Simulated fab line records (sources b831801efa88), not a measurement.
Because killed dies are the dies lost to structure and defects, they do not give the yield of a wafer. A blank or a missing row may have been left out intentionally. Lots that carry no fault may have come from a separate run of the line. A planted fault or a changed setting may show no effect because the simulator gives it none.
A struck lot beside a sound one | flow sky130 | 17 steps out of a route of 708
Sound: wafers L647.1, L647.2, L647.5. Struck: wafer L657.4. The cause comes at the end.
Each step with rows lists, per side, the tool, then ch with its chambers, then its first start. Under that, the readings that differ: sound wafers | struck wafers | difference of the means | sigmas: that difference in standard deviations of wafers without a fault.
alike: a reading whose means differ by less than 2 such deviations, as well as words and numbers matching on both sides. not compared: withheld readings; readings where some wafer has no value; bounds like >300 that might hide an equal value; numbers whose values overlap and for which the record gives no deviation.
The two part at a step that has a row with sigmas, a row that says differs or no value, or rows on one side only. Numbers that have no deviation but don't overlap get no sigmas and don't part them. Lack of a reading on every wafer of one side parts them only where that side has two or more wafers.

first, 1 step without rows for these wafers: SKY_VT_ADJUST_PCH_IMPLANT_08.
SKY_VT_ADJUST_PCH_STRIP_09: strips in O2/N2.
  sound on plasma-asher-04 ch 0,1, day 10 12:05; struck on plasma-asher-02 ch 1, day 13 07:55
  reading                      | sound             | struck | difference | sigmas
  strip-time-to-endpoint-s (s) | 36.97 36.91 36.92 | 36.66  | -0.27      | -4
  alike: drypump-motor-current-A, oes-product-au
  not compared: rf-hours-counter-h
SKY_VT_ADJUST_PCH_TW_MEAS_10:
  sound: film-metro-02 at day 10 12:11; struck: film-metro-01 at day 13 08:00
  reading          | sound             | struck | difference | sigmas
  VT_ADJUST_PCH_TW | 141.3 141.4 141.2 | 144.9  | +3.6       | +3
then, 7 steps without rows for these wafers: SKY_SONOS_TUNNEL_DEHYDRATE_00 (time 60 s); SKY_SONOS_TUNNEL_HMDS_01 (prime time 60 s); SKY_SONOS_TUNNEL_COAT_02 (resist thk 1140 nm); SKY_SONOS_TUNNEL_SOFTBAKE_03 (time 60 s); SKY_SONOS_TUNNEL_EXPOSE_04 (exposes mask TUNM, target cd 410 nm); SKY_SONOS_TUNNEL_PEB_05; SKY_SONOS_TUNNEL_DEVELOP_06 (develop time 60 s).
SKY_SONOS_TUNNEL_CD_MEAS_07: the cd target is 410 nm.
  sound: cd-sem-01 at day 11 11:23; struck: cd-sem-01 at day 14 09:42
  alike: cd-nm
SKY_SONOS_TUNNEL_OVL_MEAS_08:
  sound: overlay-02 at day 11 11:31; struck: overlay-02 at day 14 09:46
  alike: SONOS_TUNNEL_OVL
SKY_SONOS_TUNNEL_IMPLANT_09:
  sound on implanter-02 ch 0, day 11 11:32; struck on implanter-02 ch 0, day 14 09:52
then, 2 steps without rows for these wafers: SKY_SONOS_TUNNEL_WET_ETCH_10 (etches SiO2 in dHF, target depth 14 nm, time 280 s); SKY_SONOS_TUNNEL_STRIP_11 (strips in SPM, time 600 s).
SKY_SONOS_TUNNEL_TW_MEAS_12:
  sound: film-metro-04 at day 11 11:59; struck: film-metro-01 at day 14 10:28
  reading         | sound             | struck | difference | sigmas
  SONOS_TUNNEL_TW | 196.8 198.1 197.9 | 178.6  | -19.0      | -16
  not compared: hold
-- the record jumps here: 34 days lie between the struck wafers' starts before and after (it left off in module SONOS_TUNNEL and takes up again in module PAD_OPEN, whose first step shown is number 708 of the route) --
SKY_PAD_OPEN_PROBE_99:
  sound: prober-01 at day 45 17:31; struck: prober-02 at day 48 01:32
  reading                                     | sound                   | struck  | difference | sigmas
  model.etest.tip-sonos.rs-ohm-sq-range       | 40.19 32.15 56.81       | 101.2   | +58.2      |
  model.etest.sonos-uncharged.r-on-ohm-um     | 809.1 817.4 803.1       | 763.8   | -46.1      |
  model.etest.sonos-programmed.off-log10-a-um | -14.08 -13.98 -14.06    | -13.43  | +0.61      |
  model.etest.sonos-programmed.vt-v (V)       | 1.702 1.591 1.59        | 1.444   | -0.184     |
  model.etest.sonos-baked.vt-v (V)            | 1.104 0.9895 1.024      | 0.9044  | -0.1348    |
  model.etest.sonos-uncharged.vt-v (V)        | -0.3956 -0.4009 -0.4164 | -0.5792 | -0.1749    |
  model.etest.sonos-erased.vt-v (V)           | -2.467 -2.416 -2.431    | -2.52   | -0.08      |
  alike: killed_at_M0_to_M3, killed_at_M4_up, killed-at-contacts, killed-at-front-end, killed-at-other, killed-dies, killed-open, killed-short
  not compared: model.etest.tip-sonos.rs-ohm-sq-rim-less-centre

## WHERE THEY PART
Last at SKY_SONOS_TUNNEL_TW_MEAS_12 as far as this record goes, first at SKY_VT_ADJUST_PCH_STRIP_09. Later steps at which nothing parts them and some readings are alike: SKY_PAD_OPEN_PROBE_99.

WHY: whatever the simulator had introduced
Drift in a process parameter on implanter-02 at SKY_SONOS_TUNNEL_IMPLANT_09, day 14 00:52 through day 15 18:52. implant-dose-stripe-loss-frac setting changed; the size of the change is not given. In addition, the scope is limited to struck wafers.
